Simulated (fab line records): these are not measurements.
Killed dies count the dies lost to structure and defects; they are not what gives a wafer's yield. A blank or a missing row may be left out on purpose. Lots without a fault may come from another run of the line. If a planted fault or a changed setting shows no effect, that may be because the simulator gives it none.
Split-lot experiment | flow gf180mcu | 23 wafers read from 5 lots, route of 602 steps

## THE SPLIT
At GF_V4_SPUTTER_21 (material Ti, target thk 15 nm, time 80.02 s), the setting power w was moved away from the recipe's 2500 W on 10 of the 23 wafers read, by -11.9% to +6.7%. The other wafers ran this setting at the recipe's value.

The split's own step is where the reading is taken.

## THE READING
Ti_of_V4_SPUTTER_21.thk nm (the simulator's own value, which no gauge read), in nm, at GF_V4_SPUTTER_21 (material Ti, target thk 15 nm, time 80.02 s). No usual value for it is given in the file. Average 15.02 nm, standard deviation 0.17 nm, over the 13 wafers here run with the recipe.

wafer  | tool, chamber at the split | power w as run, W | against the recipe | Ti_of_V4_SPUTTER_21.thk nm, nm | against lot-mates on the recipe
L074.1 | pvd sputter-01, -          | 2203              | -11.9%             | 13.09                          | -2.01
L074.2 | pvd sputter-01, -          | 2500              | recipe             | 15.2                           | -
L074.3 | pvd sputter-01, -          | 2500              | recipe             | 14.96                          | -
L074.4 | pvd sputter-01, -          | 2203              | -11.9%             | 13.43                          | -1.67
L074.5 | pvd sputter-01, -          | 2500              | recipe             | 15.13                          | -
L076.2 | pvd sputter-04, -          | 2500              | recipe             | 15.19                          | -
L076.3 | pvd sputter-04, -          | 2500              | recipe             | 15.25                          | -
L076.6 | pvd sputter-04, -          | 2500              | recipe             | 15.21                          | -
L077.1 | pvd sputter-01, -          | 2607              | +4.3%              | 15.33                          | +0.35
L077.3 | pvd sputter-01, -          | 2607              | +4.3%              | 15.69                          | +0.71
L077.4 | pvd sputter-01, -          | 2500              | recipe             | 14.88                          | -
L077.5 | pvd sputter-01, -          | 2500              | recipe             | 15.09                          | -
L077.6 | pvd sputter-01, -          | 2607              | +4.3%              | 15.51                          | +0.53
L082.2 | pvd sputter-02, -          | 2500              | recipe             | 14.65                          | -
L082.3 | pvd sputter-02, -          | 2667              | +6.7%              | 15.78                          | +0.95
L082.4 | pvd sputter-02, -          | 2500              | recipe             | 14.89                          | -
L082.5 | pvd sputter-02, -          | 2667              | +6.7%              | 15.88                          | +1.05
L082.6 | pvd sputter-02, -          | 2500              | recipe             | 14.94                          | -
L084.1 | pvd sputter-02, -          | 2500              | recipe             | 15.05                          | -
L084.2 | pvd sputter-02, -          | 2400              | -4.0%              | 14.41                          | -0.54
L084.3 | pvd sputter-02, -          | 2400              | -4.0%              | 14.41                          | -0.54
L084.4 | pvd sputter-02, -          | 2500              | recipe             | 14.86                          | -
L084.5 | pvd sputter-02, -          | 2400              | -4.0%              | 14.3                           | -0.65

FIT RESULTS
A straight line over all 23 wafers: Ti_of_V4_SPUTTER_21.thk nm changes by +0.14 nm for each +1% of power w; r = +0.97; the points scatter about the line by 0.17 nm.
The same after taking each lot's own level away (the mean of its wafers on the recipe; 23 wafers): +0.149 nm for each +1%; r = +0.99; scatter 0.12 nm.
According to that fit, moving power w by its largest amount changes the reading by 1.8 nm.
Measured against the standard deviation above, the lots' own levels, which go from 14.827 to 15.217 nm, span 2.3 times it.
So the lot-to-lot level changes the slope little: the two slopes agree.
Check: for one of the wafers moved furthest among these (-11.9%), held out of the fit, the line's prediction against its lot-mates is -1.68 nm. Against them it came out at -2.01 nm.

## OTHER SPLITS APPLIED TO THESE WAFERS
Before the reading, these wafers also passed through other splits. Each is held against what the fit with the lots' levels taken away leaves over:
other split on the same wafers  | wafers away from the commonest value | r with Ti_of_V4_SPUTTER_21.thk nm (lot level and that fit taken away)
GF_V3_DEVELOP_13 develop time s | 9                                    | +0.03
GF_V3_SPUTTER_21 power w        | 9                                    | +0.12
GF_M4_SPUTTER_04 power w        | 9                                    | +0.02

## FILE'S OWN FIT
Ti_of_V4_SPUTTER_21.thk nm changes by +0.15 nm for each +1% of power w, r = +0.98.
